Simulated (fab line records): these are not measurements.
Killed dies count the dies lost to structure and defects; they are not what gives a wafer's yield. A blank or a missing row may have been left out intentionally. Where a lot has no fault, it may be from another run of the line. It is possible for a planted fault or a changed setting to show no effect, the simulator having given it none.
8D (eight disciplines) problem report, filled in by code | flow gf180mcu | the parts of the form that need people (team, actions taken, sign-off) are left out

1. WHAT IS WRONG
prime-temp-c at GF_HV_LDD_HMDS_13 reads a mean of 123.73 C on 9 wafers of 3 lots; wafers without a fault read 120.01 C with a standard deviation of 0.15. That puts it +25 standard deviations away from the usual mean.
The step: prime time 60 s.
The first sign was on wafer L495.2 at day 13 18:43, on litho-track-01. The record holds 45 wafers of 15 lots with a number at this step. By rule, "out" or "out of limits" means more than 4 standard deviations away from the usual mean. The other wafers with a number count as sound.

2. WHAT IT IS, WHAT IT ISN'T
question                    | is                     | is not
which readings at this step | prime-temp-c           | -
which lots                  | L495, L496, L497       | L484, L485, L486, L487, L488, L490, L491, L502, L504, L505, L506, L507
which wafers of those lots  | all that have a number | -
read on which tools         | litho-track-01         | litho-track-02, litho-track-03
when                        | from day 13 18:43      | up to then (21 sound wafers); but 15 sound wafers of L502, L504, L505, L506, L507 came after

3. THE SUSPECTS, EACH WITH WHAT RULES IT OUT
Counting: a tool stays on the suspect list if, at a process step up to the reading, it processed all lots that are out and no sound lot following the first of them.
- litho-track-01 at GF_HV_LDD_HMDS_13 (prime time 60 s): ruled out as a lasting fault. Sound lots L505 ran on it after its first lot that is out, L495 (day 13 18:43).
Left after counting: nothing in the record.

4. THE CAUSE (what the simulator had put in)
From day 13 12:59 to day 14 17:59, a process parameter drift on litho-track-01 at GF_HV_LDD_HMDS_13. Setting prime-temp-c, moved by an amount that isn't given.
Counting ruled it out, wrongly.

5. SEQUENCE OF EFFECTS, ordered by route
Rows list readings where the struck wafers' mean (over those with a number) sits beyond 3 standard deviations from the usual. Only readings for which the record gives a usual standard deviation are gone through. hours: the time from each lot's start at the first step in this table that gives one to its start at this step, as a median over the lots. sigmas: the change in usual standard deviations.
hours | step              | reading      | usual    | on struck wafers | change | sigmas
0     | GF_HV_LDD_HMDS_13 | prime-temp-c | 120.01 C | 123.73           | +3.72  | +25
It contains these process steps:
- GF_HV_LDD_HMDS_13: prime time 60 s.
Later steps that measure or inspect, where all struck wafers having a row at the step show a number for every such reading and not one has moved that far: GF_HV_LDD_TW_MEAS_38.

6. WHAT WOULD HAVE CAUGHT IT SOONER
In this record no reading fell out of limits until day 13 18:43, 6 hours after the fault had begun at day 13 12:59.
